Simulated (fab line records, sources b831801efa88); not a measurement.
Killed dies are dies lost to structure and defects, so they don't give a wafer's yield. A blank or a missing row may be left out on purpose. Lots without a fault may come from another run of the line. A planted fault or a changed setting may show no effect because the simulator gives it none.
A struck lot beside a sound one | flow gf180mcu | 14 steps out of a route of 602
Sound: wafers L188.1, L188.3, L188.5. Struck: wafers L202.1, L202.5, L202.6. The cause comes at the end.
At each step with rows: each side's tool, then ch and its chambers, then its first start. Under that, the readings that differ: sound wafers | struck wafers | difference of the means | sigmas: that difference in standard deviations of wafers without a fault.
alike: readings whose means differ by less than 2 such deviations, and words and numbers that are the same on both sides. not compared: withheld readings, readings that some wafer has no value for, bounds like >300 that may hide the same value, and numbers for which the record gives no deviation and whose values overlap.
The two part at a step that has a row with sigmas, a row that says differs or no value, or rows on one side only. Numbers that don't overlap but have no deviation are shown without sigmas and don't part them. A reading that every wafer of one side lacks parts them only if that side has two wafers or more.

first, 1 step without rows for these wafers: GF_VT_IMPLANT_IMPLANT_41.
GF_VT_IMPLANT_STRIP_42: strips in O2/N2.
  sound on plasma_asher-01 ch 0,1, day 8 03:09; struck on plasma_asher-04 ch 0,1, day 12 00:41
  alike: drypump_motor_current_A, heater_power_w, oes_product_au, strip_time_to_endpoint_s
  not compared: rf_hours_counter_h
GF_VT_IMPLANT_TW_MEAS_43:
  sound on film_metro-04, day 8 03:16; struck on film_metro-04, day 12 00:47
  alike: VT_IMPLANT_4_TW
then, 1 step without rows for these wafers: GF_VT_IMPLANT_CLEAN_44 (cleans in SC1/SC2, time 150 s).
GF_VT_IMPLANT_RTA_45: time 30 s.
  sound on rtp_anneal-01 ch 0, day 8 03:22; struck on rtp_anneal-02 ch 0, day 12 00:54
  reading            | sound          | struck         | difference | sigmas
  lamp_power_pct (%) | 38.3 38.3 38.3 | 33.4 33.5 33.5 | -4.8       | -2
  alike: wafer_temp_C_max
GF_VT_IMPLANT_RS_MEAS_46: measures by four-point-probe.
  sound on film_metro-03, day 8 03:28; struck on film_metro-01, day 12 01:00
  alike: MVSD_RS
GF_VT_IMPLANT_RS_MEAS_47: measures by four-point-probe.
  sound on film_metro-03, day 8 03:35; struck on film_metro-01, day 12 01:07
  alike: NWELL_RS
GF_VT_IMPLANT_RS_MEAS_48: measures by four-point-probe.
  sound on film_metro-03, day 8 03:43; struck on film_metro-01, day 12 01:14
  alike: LVPWELL_RS
GF_VT_IMPLANT_RS_MEAS_49: measures by four-point-probe.
  sound on film_metro-03, day 8 03:50; struck on film_metro-01, day 12 01:22
  alike: MVPSD_RS
then, 3 steps without rows for these wafers: GF_VT_IMPLANT_WET_ETCH_50 (etches SiO2 in dHF, target depth 20 nm, time 387.7 s); GF_DUAL_GATE_CLEAN_00 (cleans in SC1/SC2, time 150 s); GF_DUAL_GATE_CLEAN_01 (cleans in dHF, time 20 s).
GF_DUAL_GATE_OXIDATION_02: stabilise 600 s, purge 300 s, target thk 10.887 nm.
  sound on furnace-02 ch 0, day 8 04:08; struck on furnace-02, day 12 02:31
  no value came back on the struck wafers for ox_temp_c (C), ox_temp_c_max, zone_power_lower_pct (%); on the sound wafers ox_temp_c (C) reads 899.7 900.2 899.9
then, 1 step without rows for these wafers: GF_DUAL_GATE_DEHYDRATE_04 (time 60 s).

WHERE THEY PART
First at GF_VT_IMPLANT_RTA_45; last, within this record, at GF_DUAL_GATE_OXIDATION_02.

WHY: what the simulator had put in
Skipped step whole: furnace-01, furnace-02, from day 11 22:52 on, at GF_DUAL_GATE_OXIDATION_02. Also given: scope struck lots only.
